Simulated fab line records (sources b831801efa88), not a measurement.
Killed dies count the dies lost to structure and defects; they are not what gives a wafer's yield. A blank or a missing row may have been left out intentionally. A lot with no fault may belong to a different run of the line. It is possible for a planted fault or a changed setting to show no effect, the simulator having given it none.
A lot that was struck, set against a sound lot ; flow gf180mcu ; 24 out of 602 route steps
Sound: wafers L989.2, L989.4, L989.5. Struck: wafer L104.2. (L104.1, L104.6 of the same lot were not struck and are left out.) The cause comes at the end.
Order at every step that has rows: each side's tool, ch and its chambers, its first start. Under that, the readings that differ: sound wafers ; struck wafers ; difference of the means ; sigmas: that difference in standard deviations of wafers without a fault.
alike: a reading whose means differ by less than 2 such deviations, as well as words and numbers matching on both sides. not compared: withheld readings; readings where some wafer has no value; bounds like >300 that might hide an equal value; numbers whose values overlap and for which the record gives no deviation.
A row with sigmas, a row that says differs or no value, or rows on one side alone: a step with any of these is where the two part. When numbers do not overlap yet have no deviation, they are printed without sigmas and do not part them. A reading missing from all wafers of one side parts the sides only when that side holds two or more wafers.

first, 6 steps without rows for these wafers: GF_MIM_HMDS_13 (prime time 60 s); GF_MIM_COAT_14 (resist thk 1000 nm); GF_MIM_SOFTBAKE_15 (time 60 s); GF_MIM_EXPOSE_16 (exposes mask FuseTop, target cd 2000 nm); GF_MIM_PEB_17; GF_MIM_DEVELOP_18 (develop time 60 s).
GF_MIM_METAL_ETCH_19: etches the open film in Cl2/BCl3, stops on Si3N4, target depth 324.5 nm, time 54.1 s.
  sound on rie-metal-02 ch 0, day 26 15:50; struck on rie-metal-02 ch 0, day 31 01:06
reading;sound;struck;difference;sigmas
rf-hours-counter-h (h);- - -;16;no value on the sound wafers;
  alike: bias-w, drypump-motor-current-A, he-backside-leak-sccm, oes-product-au, throttle-valve-pct
GF_MIM_STRIP_20: strips in O2/N2.
  sound on plasma-asher-02 ch 0,1, day 26 15:56; struck on plasma-asher-02 ch 0, day 31 01:10
  alike: drypump-motor-current-A, heater-power-w, oes-product-au, strip-time-to-endpoint-s
  not compared: rf-hours-counter-h
then, 4 steps without rows for these wafers: GF_MIM_STRIP_21 (strips in post etch residue remover, time 1200 s); GF_MIM_CLEAN_22 (cleans in DIW); GF_M5_DEHYDRATE_00 (time 60 s); GF_M5_HMDS_01 (prime time 60 s).
GF_M5_COAT_02: resist thk 1000 nm.
  sound on litho-track-04 ch 0, day 27 02:05; struck on litho-track-04 ch 0, day 31 10:01
reading;sound;struck;difference;sigmas
model.KrF_of_M5_COAT_02.thk-nm (nm);996.2 998.6 1000;893;-105;
then, 4 steps without rows for these wafers: GF_M5_SOFTBAKE_03 (time 60 s); GF_M5_EXPOSE_04 (exposes mask Metal5, target cd 280 nm); GF_M5_PEB_05 (peb time 90 s); GF_M5_DEVELOP_06 (develop time 60 s).
GF_M5_CD_MEAS_07 targets a cd of 280 nm.
  struck on cd-sem-01, day 31 18:54; sound on cd-sem-02, day 27 12:59
reading;sound;struck;difference;sigmas
cd-nm (nm);278.8 278.5 279.1;274.4;-4.4;-3
GF_M5_OVL_MEAS_08:
  struck on overlay-01, day 31 19:01; sound on overlay-02, day 27 13:05
  alike: M5_OVL
GF_M5_ETCH_09: etches Si3N4 in CF4/O2, target depth 52 nm, time 11.6 s.
  sound on rie-diel-04 ch 0,2,3, day 27 13:07; struck on rie-diel-02 ch 0, day 31 19:03
reading;sound;struck;difference;sigmas
model.M5.cd-nm (nm);278.8 279.2 279.6;275;-4;
  alike: O2_flow_sccm, bias-w, drypump-motor-current-A, oes-product-au, throttle-valve-pct
  not compared: rf-hours-counter-h
GF_M5_METAL_ETCH_10: etches the open film in Cl2/BCl3, stops on SiO2, target depth 750.8 nm, time 125.1 s.
  sound on rie-metal-03 ch 0, day 27 13:11; struck on rie-metal-01 ch 1, day 31 19:04
reading;sound;struck;difference;sigmas
rf-hours-counter-h (h);- - -;3;no value on the sound wafers;
model.KrF_of_M5_COAT_02.thk-nm (nm);644.8 649 649.4;548.7;-99.0;
  alike: bias-w, drypump-motor-current-A, he-backside-leak-sccm, oes-product-au, throttle-valve-pct
GF_M5_STRIP_11: strips in O2/N2.
  sound on plasma-asher-01 ch 0,1, day 27 13:24; struck on plasma-asher-04 ch 1, day 31 19:12
reading;sound;struck;difference;sigmas
oes-product-au (a.u.);0.530 0.519 0.527;0.481;-0.044;-9
strip-time-to-endpoint-s (s);6.98 7.03 7.05;6.04;-0.98;-17
  alike: drypump-motor-current-A, heater-power-w
  not compared: rf-hours-counter-h
then, 1 step without rows for these wafers: GF_M5_STRIP_12 (strips in post etch residue remover, time 1200 s).
GF_PASSIVATION_PROBE_99:
  sound wafers here have rows in the record (prober-01, day 30 05:25); struck ones have none

== WHERE THEY PART ==
Earliest at GF_MIM_METAL_ETCH_19; latest, in this record, at GF_PASSIVATION_PROBE_99.

WHY: what had been put in by the simulator
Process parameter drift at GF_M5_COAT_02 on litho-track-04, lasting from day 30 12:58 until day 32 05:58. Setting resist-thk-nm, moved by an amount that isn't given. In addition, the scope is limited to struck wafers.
